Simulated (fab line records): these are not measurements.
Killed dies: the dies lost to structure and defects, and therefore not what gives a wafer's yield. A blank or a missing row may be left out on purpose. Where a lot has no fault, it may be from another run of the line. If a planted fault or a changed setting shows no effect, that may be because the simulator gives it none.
fab line records    flow sky130
record: lots: 6  wafers: 18  last_day: 51
route steps=708 shown VIA1@473 METAL2@483
lots with no fault: from the same line, run without faults
start_h: hours from the record's first day to the start of the lot's first wafer shown    wait_h: hours elapsed since this lot's preceding step    " the same as in the row above    L1.1+2: several wafers, shown together as one row    - no value present, or no start provided    * or withheld: withheld    < > ~ a bound
route shown NAME@n: a module of which the file shows steps, and the number in the route of the first    usual: mean/standard deviation taken from wafers without a fault    same: alike in all rows    chamber/n: place in a boat    sites: per-site readings    _std_site: the values' standard deviation    _edge_site: the outer-site mean with the inner-site mean subtracted    radius_mm: how far each site lies from the wafer's centre    mask NAME#n: copy n    behind: tool/chamber where the wafer was last shaped    hold: cause of the lot's hold/its duration in hours/its outcome    device: transistor that didn't switch, given as n, p or np    end of line: at the end of the route, the tests of the same wafers    a step given without rows: its recipe and nothing more    killed: dies that structure and defects cost at the first sort, which is not the same as the wafer's yield    map: per-die view of a wafer (x killed, . not killed, _ where there is no die)
set.NAME: the setting that was run; set.NAME@STEP: the one run at that earlier step    model.NAME: the simulator's own value behind a step, which no gauge read
certain route steps with their lots: each step a table, each wafer a row
services: from which hour (start_h, from the record's first day; less than 0 if before it) a tool's chamber was out of use, for how many hours, and why
== steps ==
step: SKY_VIA1_ETCH_15
recipe: target: SiO2  chemistry: C4F8/O2/Ar  target_depth_nm: 351  stop_on: TiN  mask_material: KrF-thick  source_w: 1500  bias_w: 1200  pressure_mtorr: 40  c4f8_flow_sccm: withheld  O2_flow_sccm: 6  Ar_flow_sccm: 300  time_s: 54
usual: oes_product_au: 0.984/0.0063
lot.wafer  tool         chamber  start_h  wait_h  oes_product_au  rf_hours_counter_h
L478.1     rie_diel-02  3        861.56   0.0     0.987           8
L478.2     "            2        "        "       0.974           25
L478.3     "            0        "        "       0.975           11
L482.2     rie_diel-04  3        886.41   0.0     0.985           7
L482.3     "            1        "        "       0.973           9
L482.4     "            0        "        "       0.986           4
L484.3     rie_diel-04  2        899.41   0.0     0.987           17
L484.4     "            1        "        "       0.981           9
L484.5     "            1        "        "       0.978           -
L492.2     rie_diel-02  0        968.21   0.0     0.974           14
L492.3     "            3        "        "       0.976           12
L492.6     "            0        "        "       0.983           -
L493.2     rie_diel-02  1        970.66   0.0     0.985           23
L493.4     "            3        "        "       0.984           12
L493.5     "            2        "        "       0.968           -
L494.1     rie_diel-02  0        978.76   0.0     0.991           15
L494.2     "            3        "        "       0.983           12
L494.3     "            2        "        "       0.979           29
step: SKY_VIA1_STRIP_16
recipe: chemistry: O2/N2  power_w: 1400  pressure_mtorr: 1500  platen_temp_c: withheld  o2_flow_sccm: 3000  n2_flow_sccm: 300  overash_fraction: 0.5
usual: drypump_motor_current_A: 5.3/0.34  oes_product_au: 0.415/0.0046  strip_time_to_endpoint_s: 4.447/0.025
lot.wafer  tool             chamber  start_h  wait_h  drypump_motor_current_A  oes_product_au  rf_hours_counter_h  strip_time_to_endpoint_s
L478.1     plasma_asher-02  0        861.60   0.0     5.1                      0.407           103                 4.415
L478.2     "                1        "        "       5.4                      0.415           103                 4.478
L478.3     "                1        "        "       5.4                      0.418           -                   4.418
L482.2     plasma_asher-03  0        886.45   0.0     5.4                      0.415           43                  4.459
L482.3     "                0        "        "       5.4                      0.412           -                   4.456
L482.4     "                1        "        "       5.2                      0.418           -                   4.450
L484.3     plasma_asher-01  1        899.49   0.1     4.6                      0.417           -                   4.432
L484.4     "                0        "        "       5.9                      0.406           -                   4.441
L484.5     "                1        "        "       4.6                      0.420           -                   4.458
L492.2     plasma_asher-03  0        968.25   0.0     5.4                      0.415           51                  4.456
L492.3     "                0        "        "       5.4                      0.411           -                   4.452
L492.6     "                1        "        "       5.2                      0.410           -                   4.464
L493.2     plasma_asher-03  1        970.70   0.0     5.2                      0.420           52                  4.436
L493.4     "                0        "        "       5.4                      0.423           -                   4.475
L493.5     "                1        "        "       5.2                      0.418           -                   4.512
L494.1     plasma_asher-03  0        978.81   0.0     5.4                      0.418           52                  4.430
L494.2     "                1        "        "       5.2                      0.413           52                  4.410
L494.3     "                1        "        "       5.2                      0.413           -                   4.455
step: SKY_VIA1_STRIP_17
recipe: chemistry: post_etch_residue_remover  time_s: 1200  temp_c: 72.5
step: SKY_VIA1_CLEAN_18
recipe: chemistry: IPA  time_s: 180  temp_c: 25
step: SKY_VIA1_CLEAN_19
recipe: chemistry: O3/DIW  dry: n2_spin
step: SKY_VIA1_SPUTTER_20
recipe: material: TiN  target_thk_nm: 20  chamber_pressure_pa: 5  power_w: 4000  time_s: 80
step: SKY_VIA1_CVD_21
recipe: material: W  target_thk_nm: 270  time_s: 80.902  temp_c: 400  pressure_torr: 40
step: SKY_VIA1_RS_MEAS_22
recipe: thk_meas_gauge: four-point-probe  reads: W_of_VIA1_CVD_21+TiN_of_VIA1_SPUTTER_20
usual: VIA1_W_RS: 0.424/0.0094
lot.wafer  tool           chamber  start_h  wait_h  VIA1_W_RS[ohm/sq]
L478.1     film_metro-04  -        862.41   0.1     0.424
L478.2     "              -        "        "       0.429
L478.3     "              -        "        "       0.419
L482.2     film_metro-04  -        887.28   0.1     0.428
L482.3     "              -        "        "       0.424
L482.4     "              -        "        "       0.429
L484.3     film_metro-02  -        900.28   0.1     0.409
L484.4     "              -        "        "       0.436
L484.5     "              -        "        "       0.437
L492.2     film_metro-04  -        969.05   0.1     0.426
L492.3     "              -        "        "       0.424
L492.6     "              -        "        "       0.426
L493.2     film_metro-03  -        971.48   0.1     0.420
L493.4     "              -        "        "       0.429
L493.5     "              -        "        "       0.425
L494.1     film_metro-02  -        979.64   0.1     0.431
L494.2     "              -        "        "       0.438
L494.3     "              -        "        "       0.433
step: SKY_VIA1_THK_MEAS_23
recipe: thk_meas_gauge: xrf  reads: W_of_VIA1_CVD_21
usual: VIA1_W_THK: 273/6.1
lot.wafer  tool           chamber  start_h  wait_h  VIA1_W_THK[nm]
L478.1     film_metro-04  -        862.53   0.1     271
L478.2     "              -        "        "       268
L478.3     "              -        "        "       276
L482.2     film_metro-04  -        887.39   0.1     270
L482.3     "              -        "        "       272
L482.4     "              -        "        "       270
L484.3     film_metro-02  -        900.38   0.1     284
L484.4     "              -        "        "       269
L484.5     "              -        "        "       267
L492.2     film_metro-04  -        969.16   0.1     272
L492.3     "              -        "        "       272
L492.6     "              -        "        "       273
L493.2     film_metro-03  -        971.59   0.1     275
L493.4     "              -        "        "       271
L493.5     "              -        "        "       273
L494.1     film_metro-02  -        979.76   0.1     271
L494.2     "              -        "        "       267
L494.3     "              -        "        "       270
step: SKY_VIA1_CMP_24
recipe: stop_on: SiO2  t_overpolish_s: 15  down_force_psi: 3.5  platen_rpm: 60  target_thk_nm: 0  pad_velocity_m_s: 0.94248
step: SKY_METAL2_SPUTTER_00
recipe: material: Ti  target_thk_nm: 15  power_w: 3000  time_s: 10  chamber_pressure_pa: 0.4
usual: cathode_dc_power_W: 3000.0/0.55  throttle_valve_pct: 29.5/1.1
lot.wafer  tool            chamber  start_h  wait_h  cathode_dc_power_W  throttle_valve_pct
L478.1     pvd_sputter-02  -        862.89   0.2     2999.3              30.3
L478.2     "               -        "        "       2999.7              28.3
L478.3     "               -        "        "       3000.1              30.2
L482.2     pvd_sputter-02  -        887.74   0.1     2999.7              30.4
L482.3     "               -        "        "       3000.2              28.2
L482.4     "               -        "        "       3001.0              29.7
L484.3     pvd_sputter-02  -        900.72   0.1     3000.0              30.0
L484.4     "               -        "        "       3000.1              28.3
L484.5     "               -        "        "       3000.7              28.1
L492.2     pvd_sputter-04  -        969.51   0.2     2999.5              29.4
L492.3     "               -        "        "       3000.1              28.8
L492.6     "               -        "        "       3000.9              30.6
L493.2     pvd_sputter-01  -        971.94   0.2     3000.3              30.6
L493.4     "               -        "        "       2999.1              30.9
L493.5     "               -        "        "       3000.0              29.8
L494.1     pvd_sputter-01  -        980.12   0.1     2999.7              31.2
L494.2     "               -        "        "       2999.1              29.5
L494.3     "               -        "        "       3000.1              30.1
step: SKY_METAL2_SPUTTER_01
recipe: material: TiN  target_thk_nm: 20  power_w: 6500  time_s: 16.7  chamber_pressure_pa: 0.4
step: SKY_METAL2_SPUTTER_02
recipe: material: AlCu  target_thk_nm: 250  power_w: 10600  time_s: 13.3  chamber_pressure_pa: 0.4
usual: cathode_dc_power_W: 10600/2  throttle_valve_pct: 29.5/1
lot.wafer  tool            chamber  start_h  wait_h  cathode_dc_power_W  throttle_valve_pct  model.AlCu_of_METAL2_SPUTTER_02.thk_nm
L478.1     pvd_sputter-02  -        862.93   0.0     10595               30.2                249.3
L478.2     "               -        "        "       10594               28.1                249.9
L478.3     "               -        "        "       10603               30.3                249.7
L482.2     pvd_sputter-02  -        887.79   0.0     10602               30.2                251.1
L482.3     "               -        "        "       10602               28.4                433.4
L482.4     "               -        "        "       10600               29.9                432.5
L484.3     pvd_sputter-02  -        900.77   0.0     10595               30.0                434.6
L484.4     "               -        "        "       10600               28.2                434.2
L484.5     "               -        "        "       10603               28.7                255.7
L492.2     pvd_sputter-04  -        969.56   0.0     10601               29.6                247.2
L492.3     "               -        "        "       10603               29.1                250.5
L492.6     "               -        "        "       10603               30.8                245.1
L493.2     pvd_sputter-01  -        971.99   0.0     10601               30.5                254.4
L493.4     "               -        "        "       10600               31.0                254.5
L493.5     "               -        "        "       10598               29.8                249.8
L494.1     pvd_sputter-01  -        980.16   0.0     10600               31.1                250.8
L494.2     "               -        "        "       10601               29.3                247.1
L494.3     "               -        "        "       10599               30.5                248.4
step: SKY_METAL2_SPUTTER_03
recipe: material: Ti  target_thk_nm: 5  power_w: 3000  time_s: 3.3  chamber_pressure_pa: 0.4
step: SKY_METAL2_SPUTTER_04
recipe: material: TiN  target_thk_nm: 70  power_w: 6500  time_s: 58.3  chamber_pressure_pa: 0.4
usual: cathode_dc_power_W: 6500.0/1.1  throttle_valve_pct: 29.5/1
lot.wafer  tool            chamber  start_h  wait_h  cathode_dc_power_W  throttle_valve_pct
L478.1     pvd_sputter-02  -        862.98   0.0     6499.1              30.1
L478.2     "               -        "        "       6499.5              28.2
L478.3     "               -        "        "       6501.2              30.4
L482.2     pvd_sputter-02  -        887.83   0.0     6498.9              30.2
L482.3     "               -        "        "       6500.5              28.2
L482.4     "               -        "        "       6501.2              30.3
L484.3     pvd_sputter-02  -        900.81   0.0     6500.4              30.1
L484.4     "               -        "        "       6499.6              28.6
L484.5     "               -        "        "       6500.6              28.3
L492.2     pvd_sputter-04  -        969.60   0.0     6499.5              29.3
L492.3     "               -        "        "       6498.7              28.9
L492.6     "               -        "        "       6500.2              30.5
L493.2     pvd_sputter-01  -        972.03   0.0     6500.3              30.5
L493.4     "               -        "        "       6502.2              30.8
L493.5     "               -        "        "       6500.9              30.0
L494.1     pvd_sputter-01  -        980.21   0.0     6500.0              31.0
L494.2     "               -        "        "       6498.3              29.7
L494.3     "               -        "        "       6501.0              30.5
step: SKY_METAL2_RS_MEAS_05
recipe: thk_meas_gauge: four-point-probe  reads: TiN_of_METAL2_SPUTTER_04+Ti_of_METAL2_SPUTTER_03+AlCu_of_METAL2_SPUTTER_02+TiN_of_METAL2_SPUTTER_01+Ti_of_METAL2_SPUTTER_00
usual: METAL2_ALCU_RS: 0.1262/0.0015
lot.wafer  tool           chamber  start_h  wait_h  METAL2_ALCU_RS[ohm/sq]
L478.1     film_metro-03  -        863.03   0.0     0.1269
L478.2     "              -        "        "       0.1269
L478.3     "              -        "        "       0.1269
L482.2     film_metro-03  -        887.90   0.0     0.1261
L482.3     "              -        "        "       0.0722
L482.4     "              -        "        "       0.0726
L484.3     film_metro-01  -        900.90   0.1     0.0721
L484.4     "              -        "        "       0.0722
L484.5     "              -        "        "       0.1236
L492.2     film_metro-03  -        969.67   0.0     0.1283
L492.3     "              -        "        "       0.1264
L492.6     "              -        "        "       0.1295
L493.2     film_metro-02  -        972.10   0.0     0.1246
L493.4     "              -        "        "       0.1246
L493.5     "              -        "        "       0.1269
L494.1     film_metro-01  -        980.26   0.0     0.1263
L494.2     "              -        "        "       0.1281
L494.3     "              -        "        "       0.1273
step: SKY_METAL2_THK_MEAS_06
recipe: thk_meas_gauge: xrf  reads: AlCu_of_METAL2_SPUTTER_02
usual: METAL2_ALCU_THK: 254/3.1
lot.wafer  tool           chamber  start_h  wait_h  METAL2_ALCU_THK[nm]
L478.1     film_metro-03  -        863.15   0.1     252
L478.2     "              -        "        "       254
L478.3     "              -        "        "       252
L482.2     film_metro-03  -        888.01   0.1     254
L482.3     "              -        "        "       440
L482.4     "              -        "        "       438
L484.3     film_metro-01  -        901.00   0.1     444
L484.4     "              -        "        "       441
L484.5     "              -        "        "       263
L492.2     film_metro-03  -        969.78   0.1     248
L492.3     "              -        "        "       252
L492.6     "              -        "        "       249
L493.2     film_metro-02  -        972.21   0.1     256
L493.4     "              -        "        "       257
L493.5     "              -        "        "       249
L494.1     film_metro-01  -        980.38   0.1     253
L494.2     "              -        "        "       253
L494.3     "              -        "        "       253
step: SKY_METAL2_DEHYDRATE_07
recipe: temp_c: 200  time_s: 60
step: SKY_METAL2_HMDS_08
recipe: prime_time_s: 60  prime_temp_c: 120
step: SKY_METAL2_COAT_09
recipe: resist: BARC  temp_c: withheld  time_s: withheld  spin_rpm: 3000  resist_thk_nm: 60
step: SKY_METAL2_COAT_10
recipe: resist: KrF-thick  spin_rpm: 3000  resist_thk_nm: 450
step: SKY_METAL2_SOFTBAKE_11
recipe: temp_c: 100  time_s: 90  resist: KrF-thick
step: SKY_METAL2_EXPOSE_12
recipe: mask_id: MM2  na: 0.8  source_shape: annular  sigma_inner: 0.55  sigma_outer: 0.85  target_cd_nm: 140  dose_mj: 28
step: SKY_METAL2_PEB_13
recipe: peb_temp_c: withheld  peb_time_s: withheld  resist: KrF-thick
step: SKY_METAL2_DEVELOP_14
recipe: develop_time_s: 60  resist: KrF-thick  dev_temp_c: 21
step: SKY_METAL2_CD_MEAS_15
recipe: target_cd_nm: 140
usual: cd_nm: 139.5/1.4
lot.wafer  tool       chamber  start_h  wait_h  cd_nm
L478.1     cd_sem-02  -        889.97   -       139.3
L478.2     "          -        "        "       138.8
L478.3     "          -        "        "       139.9
L482.2     cd_sem-01  -        913.74   -       141.4
L482.3     "          -        "        "       140.9
L482.4     "          -        "        "       140.2
L484.3     cd_sem-02  -        925.81   -       138.2
L484.4     "          -        "        "       138.8
L484.5     "          -        "        "       138.9
L492.2     cd_sem-02  -        994.23   -       141.5
L492.3     "          -        "        "       142.1
L492.6     "          -        "        "       142.5
L493.2     cd_sem-02  -        996.39   -       140.2
L493.4     "          -        "        "       138.8
L493.5     "          -        "        "       139.8
L494.1     cd_sem-01  -        1004.12  -       140.5
L494.2     "          -        "        "       141.3
L494.3     "          -        "        "       141.3
step: SKY_METAL2_OVL_MEAS_16
usual: METAL2_OVL: 0/6.1
lot.wafer  tool        chamber  start_h  wait_h  METAL2_OVL[nm]
L478.1     overlay-02  -        890.09   0.1     -1
L478.2     "           -        "        "       10
L478.3     "           -        "        "       -4
L482.2     overlay-02  -        913.84   0.1     -7
L482.3     "           -        "        "       0
L482.4     "           -        "        "       1
L484.3     overlay-01  -        925.90   0.1     -12
L484.4     "           -        "        "       -2
L484.5     "           -        "        "       -11
L492.2     overlay-01  -        994.34   0.1     11
L492.3     "           -        "        "       -4
L492.6     "           -        "        "       11
L493.2     overlay-02  -        996.50   0.1     6
L493.4     "           -        "        "       0
L493.5     "           -        "        "       -1
L494.1     overlay-01  -        1004.24  0.1     -5
L494.2     "           -        "        "       1
L494.3     "           -        "        "       -1
step: SKY_METAL2_DESCUM_17
recipe: chemistry: O2  source_power_w: 150  bias_power_w: 0  pressure_mtorr: 10  temp_c: 40  time_s: 8
step: SKY_METAL2_ETCH_18
recipe: chemistry: N2/H2  target: BARC  ion_energy_ev: 200  bias_w: 100  pressure_mtorr: 30  n2_flow_sccm: 100  h2_flow_sccm: 200  icp_w: 500  stop_on: SiO2  time_s: 45.9  target_depth_a: 600
usual: drypump_motor_current_A: 5.7/0.35  oes_product_au: 0.855/0.005  throttle_valve_pct: 13.225/0.0087
lot.wafer  tool          chamber  start_h  wait_h  drypump_motor_current_A  oes_product_au  rf_hours_counter_h  throttle_valve_pct
L478.1     rie_metal-01  0        890.16   0.0     5.7                      0.860           9                   13.232
L478.2     "             1        "        "       5.9                      0.858           12                  13.220
L478.3     "             1        "        "       5.9                      0.855           -                   13.223
L482.2     rie_metal-01  1        913.90   0.0     5.9                      0.854           13                  13.231
L482.3     "             0        "        "       5.7                      0.855           -                   13.214
L482.4     "             1        "        "       5.9                      0.855           -                   13.215
L484.3     rie_metal-03  1        925.97   0.0     6.3                      0.853           -                   13.230
L484.4     "             0        "        "       5.5                      0.857           -                   13.227
L484.5     "             0        "        "       5.5                      0.851           -                   13.222
L492.2     rie_metal-04  1        994.40   0.0     5.2                      0.858           12                  13.225
L492.3     "             0        "        "       5.5                      0.850           -                   13.224
L492.6     "             1        "        "       5.2                      0.843           -                   13.228
L493.2     rie_metal-04  0        996.56   0.0     5.4                      0.853           17                  13.230
L493.4     "             1        "        "       5.1                      0.859           -                   13.221
L493.5     "             1        "        "       5.2                      0.860           -                   13.211
L494.1     rie_metal-01  1        1004.30  0.0     5.9                      0.859           18                  13.226
L494.2     "             0        "        "       5.7                      0.859           15                  13.231
L494.3     "             0        "        "       5.7                      0.856           -                   13.220
step: SKY_METAL2_METAL_ETCH_19
recipe: target_depth_a: 3600  stop_on: SiO2  over_etch_frac: 0.3  time_s: 78  chemistry: Cl2/BCl3  resist_sidewall_deg: 88  pressure_mtorr: 10  icp_w: 900  bias_w: 48.5  Cl2_flow_sccm: 60  bcl3_flow_sccm: 30
usual: drypump_motor_current_A: 5.7/0.34  oes_product_au: 0.856/0.006  throttle_valve_pct: 22.265/0.0094
lot.wafer  tool          chamber  start_h  wait_h  drypump_motor_current_A  oes_product_au  rf_hours_counter_h  throttle_valve_pct
L478.1     rie_metal-01  0        890.22   0.0     5.7                      0.853           9                   22.262
L478.2     "             1        "        "       5.9                      0.857           12                  22.253
L478.3     "             1        "        "       5.9                      0.852           -                   22.260
L482.2     rie_metal-01  1        913.97   0.0     5.9                      0.857           13                  22.253
L482.3     "             0        "        "       5.7                      1.012           -                   22.269
L482.4     "             1        "        "       5.8                      1.021           -                   22.250
L484.3     rie_metal-03  1        926.05   0.1     6.3                      0.986           -                   22.275
L484.4     "             0        "        "       5.5                      0.991           -                   22.257
L484.5     "             0        "        "       5.5                      0.871           -                   22.275
L492.2     rie_metal-04  1        994.46   0.0     5.2                      0.847           12                  22.246
L492.3     "             0        "        "       5.5                      0.856           -                   22.277
L492.6     "             1        "        "       5.2                      0.851           -                   22.274
L493.2     rie_metal-04  0        996.62   0.0     5.5                      0.863           17                  22.254
L493.4     "             1        "        "       5.2                      0.866           -                   22.264
L493.5     "             1        "        "       5.2                      0.850           -                   22.265
L494.1     rie_metal-01  1        1004.37  0.0     5.8                      0.855           18                  22.284
L494.2     "             0        "        "       5.7                      0.855           15                  22.265
L494.3     "             0        "        "       5.7                      0.854           -                   22.242
step: SKY_METAL2_STRIP_20
recipe: chemistry: O2/N2  power_w: 1400  pressure_mtorr: 1500  platen_temp_c: withheld  o2_flow_sccm: 3000  n2_flow_sccm: 300  overash_fraction: 0.5
== services ==
tool             chamber  start_h  hours  kind
rie_metal-04     -        842.63   0.7    repair
pvd_sputter-01   -        853.43   13.4   repair
pvd_sputter-02   -        863.63   7.7    repair
rie_diel-04      3        875.23   5.5    repair
rie_metal-04     0        882.02   5.4    repair
rie_diel-02      0        882.10   8.4    repair
plasma_asher-02  -        907.05   1.3    repair
pvd_sputter-01   -        921.39   1.7    repair
rie_metal-04     -        950.01   14.6   pm
rie_diel-04      1        967.04   4.1    repair
pvd_sputter-01   -        967.40   4.0    repair
rie_diel-02      3        971.26   4.9    repair
rie_diel-04      -        971.53   2.8    pm
== key ==
first_sign: step: SKY_METAL2_RS_MEAS_05  reading: METAL2_ALCU_RS  direction: down  sigmas: 36  usual: 0.1262  struck: 0.0723
effect: step: SKY_METAL2_THK_MEAS_06  reading: METAL2_ALCU_THK  direction: up  sigmas: 60  usual: 254  struck: 441
effect: step: SKY_METAL2_METAL_ETCH_19  reading: oes_product_au  direction: up  sigmas: 25  usual: 0.856  struck: 1.003
model_effect: step: SKY_METAL2_SPUTTER_02  value: AlCu_of_METAL2_SPUTTER_02.thk_nm  without: 253.4  struck: 433.7
met_at SKY_METAL2_SPUTTER_02
struck_wafers L482.3,L482.4,L484.3,L484.4
later_rows_left_out L482.3,L482.4,L484.3,L484.4
sort_left_out L482.3,L482.4,L484.3,L484.4
onset_between 862.93 887.79
fault: kind: process_parameter_drift  tool: pvd_sputter-02  chamber: -  onset_h: 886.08  steps: SKY_METAL2_SPUTTER_02  channel: target_thk_nm  offset: 180.21  shape: step  end_h: 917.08  scope: struck_wafers_only  acts_in: these_recipes_only  stated: 250
sort_left_out: the simulated sort isn't trusted on such a fault, so these wafers' sort isn't shown, and their yield isn't known
later_rows_left_out: the simulator's readings of these wafers behind a module that went badly wrong aren't trusted and aren't shown, but for the sort
